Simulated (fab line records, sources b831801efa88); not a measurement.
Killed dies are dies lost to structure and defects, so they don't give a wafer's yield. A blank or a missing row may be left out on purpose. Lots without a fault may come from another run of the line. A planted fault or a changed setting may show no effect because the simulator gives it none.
Problem report in the 8D (eight disciplines) form, filled by code | flow sky130 | the parts of the form that need people (team, actions taken, sign-off) are left out

1. THE PROBLEM
CONTACT_W_RS at SKY_CONTACT_RS_MEAS_25 reads a mean of 0.406 ohm/sq on 2 wafers of 2 lots; wafers without a fault read 0.333 ohm/sq with a standard deviation of 0.0063. That is +12 standard deviations from the usual mean.
The step: measures by four-point-probe.
First seen on wafer L382.1, day 36 19:38, on film_metro-04. The record holds 35 wafers of 12 lots with a number at this step. Rule for "out", or "out of limits": more than 4 standard deviations from the usual mean. The other wafers with a number count as sound.

2. WHAT IT IS AND WHAT IT IS NOT
question                    | is                           | is not
which readings at this step | CONTACT_W_RS                 | -
which lots                  | L382, L383                   | L366, L369, L370, L372, L373, L375, L376, L379, L388, L389
which wafers of those lots  | L382.1, L383.1               | L382.3, L382.4, L383.5
read on which gauges        | film_metro-01, film_metro-04 | film_metro-02
when                        | from day 36 19:38            | up to then (26 sound wafers); but 7 sound wafers of L383, L388, L389 came after

3. SUSPECTS, AND WHAT RULES EACH OUT
Counting: a tool at a process step up to the reading stays a suspect if it ran every lot that is out. Sound lots after the first of them don't rule it out here, since some wafers of a struck lot are sound.
- the gauge at SKY_CONTACT_RS_MEAS_25: ruled out. The wafers that are out were read on 2 gauges (film_metro-01, film_metro-04).
- cvd_w-01 at SKY_CONTACT_CVD_24 (deposits W, target thk 340 nm, time 102.12 s): kept. It ran every lot that is out, first L382 (day 36 19:31); its last sound lot up to then is L375 (day 34 14:41).
Left after counting: cvd_w-01 at SKY_CONTACT_CVD_24.

4. THE CAUSE (what the simulator had put in)
Process parameter drift: cvd_w-01, from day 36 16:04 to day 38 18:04, at SKY_CONTACT_CVD_24. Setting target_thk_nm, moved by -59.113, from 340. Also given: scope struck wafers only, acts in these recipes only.
Counting left only this tool.

5. THE CHAIN OF EFFECTS, in route order
Each row: a reading whose mean over the struck wafers that have a number lies more than 3 standard deviations from the usual. Only readings for which the record gives a usual standard deviation are gone through. hours: the time from each lot's start at the first step in this table that gives one to its start at this step, as a median over the lots. sigmas: the change in usual standard deviations.
hours | step                    | reading            | usual        | on struck wafers | change | sigmas
0     | SKY_CONTACT_RS_MEAS_25  | CONTACT_W_RS       | 0.333 ohm/sq | 0.406            | +0.073 | +12
0     | SKY_CONTACT_THK_MEAS_26 | CONTACT_W_THK      | 352 nm       | 287              | -65    | -8.7
0     | SKY_CONTACT_CMP_27      | time_to_endpoint_s | 83 s         | 67               | -16    | -4.6
The process steps in it:
- SKY_CONTACT_CMP_27: polishes, stops on SiO2, t overpolish 15 s, target thk 0 nm.

6. WHAT WOULD HAVE CAUGHT IT SOONER
In this record the first reading out of limits at a measuring or inspecting step was taken at day 36 19:38, 4 hours after the fault began at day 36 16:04.
Of the tool readings at SKY_CONTACT_CVD_24 for which the record gives a usual standard deviation, none was out on any struck wafer, so an alarm limit of 4 standard deviations on them would not have fired.
Of the lots that are out (2), L383 began SKY_CONTACT_CVD_24 on cvd_w-01 after day 36 19:38. A hold on the tool at that time would have spared it.
